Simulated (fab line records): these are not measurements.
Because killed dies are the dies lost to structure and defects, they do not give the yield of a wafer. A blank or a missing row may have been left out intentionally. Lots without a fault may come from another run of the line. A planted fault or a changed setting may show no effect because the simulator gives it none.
Which of the tools did it? / flow sky130 / 21 wafers sampled from 7 lots at 1 step of a route of 708

== WHAT EACH GAUGE READ, for each wafer ==
SKY_VT_ADJUST_PCH_OVL_MEAS_07.
lot=L702; measured=day 11 19:53; on=overlay-02; VT_ADJUST_PCH_OVL (nm)=-2.7 -3.9 -2.7
lot=L704; measured=day 12 16:08; on=overlay-02; VT_ADJUST_PCH_OVL (nm)=-4.6 -4.5 -2.9
lot=L706; measured=day 13 09:54; on=overlay-01; VT_ADJUST_PCH_OVL (nm)=0.0 0.5 -0.5
lot=L709; measured=day 13 23:01; on=overlay-01; VT_ADJUST_PCH_OVL (nm)=-1.4 -0.5 -0.7
lot=L713; measured=day 15 05:43; on=overlay-02; VT_ADJUST_PCH_OVL (nm)=-5.9 -3.7 -3.3
lot=L715; measured=day 16 06:28; on=overlay-02; VT_ADJUST_PCH_OVL (nm)=-5.1 -2.6 -3.4
lot=L721; measured=day 18 02:05; on=overlay-02; VT_ADJUST_PCH_OVL (nm)=-2.2 -2.1 -2.7

== WHICH TOOL RAN EACH LOT (tool, then ch and the chambers of the sampled wafers, then the start) ==
Before these readings, the record contains no process step.

== THE ANSWER, worked out from the rows above alone ==
Rule: the lots themselves supply what counts as usual. Put in order of their means at a reading, lots are off if they are a third of the lots or fewer, leave a main group of 4 or more, and stand apart from it by a gap of 3 or more times the standard deviation of the main group's means; of several such gaps the widest counts. The tables above print the reading to a certain number of digits; a main group whose means all agree to those digits is not used. A lot without any number at a reading at which 4 lots or more have one is off too. Where the step has rows for the other lots, those lots are counted as sound.
None of the lots is off at any reading shown; this tells nothing.

== WHAT WAS PUT IN BY THE SIMULATOR ==
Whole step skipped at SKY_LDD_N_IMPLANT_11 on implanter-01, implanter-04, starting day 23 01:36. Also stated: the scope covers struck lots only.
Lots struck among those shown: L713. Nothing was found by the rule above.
